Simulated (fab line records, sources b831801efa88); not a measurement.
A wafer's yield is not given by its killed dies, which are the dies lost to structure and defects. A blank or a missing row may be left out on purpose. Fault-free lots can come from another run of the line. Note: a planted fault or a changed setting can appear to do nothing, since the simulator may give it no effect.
Which of the tools did it? + flow sky130 + 12 lots, 36 wafers sampled, at 2 steps of a route of 708

## WHAT EACH GAUGE READ, for each wafer
SKY_VIA1_CD_MEAS_12: the cd target is 150 nm.
| lot  | measured     | on       | cdNm (nm)         |
|------|--------------|----------|-------------------|
| L076 | day 34 11:02 | cdSem-02 | 147.1 147.5 148.9 |
| L078 | day 35 12:07 | cdSem-01 | 147.5 149.6 149.4 |
| L079 | day 36 00:52 | cdSem-02 | 150.8 150.7 149.4 |
| L081 | day 36 15:35 | cdSem-01 | 151.3 150.7 150.8 |
| L083 | day 37 04:03 | cdSem-02 | 150.8 148.5 150.1 |
| L086 | day 37 22:32 | cdSem-02 | 150.8 151.8 152.6 |
| L088 | day 38 07:08 | cdSem-01 | 150.6 151.2 151.1 |
| L089 | day 38 17:59 | cdSem-02 | 152.0 152.9 152.9 |
| L091 | day 39 08:50 | cdSem-02 | 152.1 152.9 150.6 |
| L093 | day 39 18:01 | cdSem-01 | 151.5 150.5 150.4 |
| L095 | day 40 13:12 | cdSem-01 | 150.5 148.9 150.7 |
| L097 | day 41 10:43 | cdSem-02 | 148.3 148.4 150.3 |

## WHAT TOOL EACH LOT RAN ON (gives the tool, then ch and the chambers of the sampled wafers, and finally the start)
| lot  | SKY_VIA1_CMP_02               |
|------|-------------------------------|
| L076 | cmp-01 ch 0,2, day 33 07:21   |
| L078 | cmp-02 ch 0,3, day 34 10:16   |
| L079 | cmp-02 ch 1,3, day 34 22:28   |
| L081 | cmp-02 ch 0,1,2, day 35 13:49 |
| L083 | cmp-02 ch 0,3, day 36 01:25   |
| L086 | cmp-02 ch 0,1,3, day 36 21:46 |
| L088 | cmp-01 ch 0,2,3, day 37 05:37 |
| L089 | cmp-02 ch 0,3, day 37 16:30   |
| L091 | cmp-02 ch 0,3, day 38 07:35   |
| L093 | cmp-02 ch 1,2,3, day 38 17:18 |
| L095 | cmp-01 ch 0,1,3, day 39 12:11 |
| L097 | cmp-02 ch 0,3, day 40 10:30   |
- SKY_VIA1_CMP_02: polishes SiO2.

## THE ANSWER, worked out from the rows above alone
Rule: the usual values come from the lots themselves. Put in order of their means at a reading, lots are off if they are a third of the lots or fewer, leave a main group of 4 or more, and stand apart from it by a gap of 3 or more times the standard deviation of the main group's means; of several such gaps the widest counts. A main group is skipped when, at the precision printed for the reading in the tables above, its means are all equal. A lot without any number at a reading at which 4 lots or more have one is off too. All remaining lots with rows at the step are treated as sound.
No lot is off on any of the readings shown, so nothing can be concluded from this.

## WHAT THE SIMULATOR PUT IN
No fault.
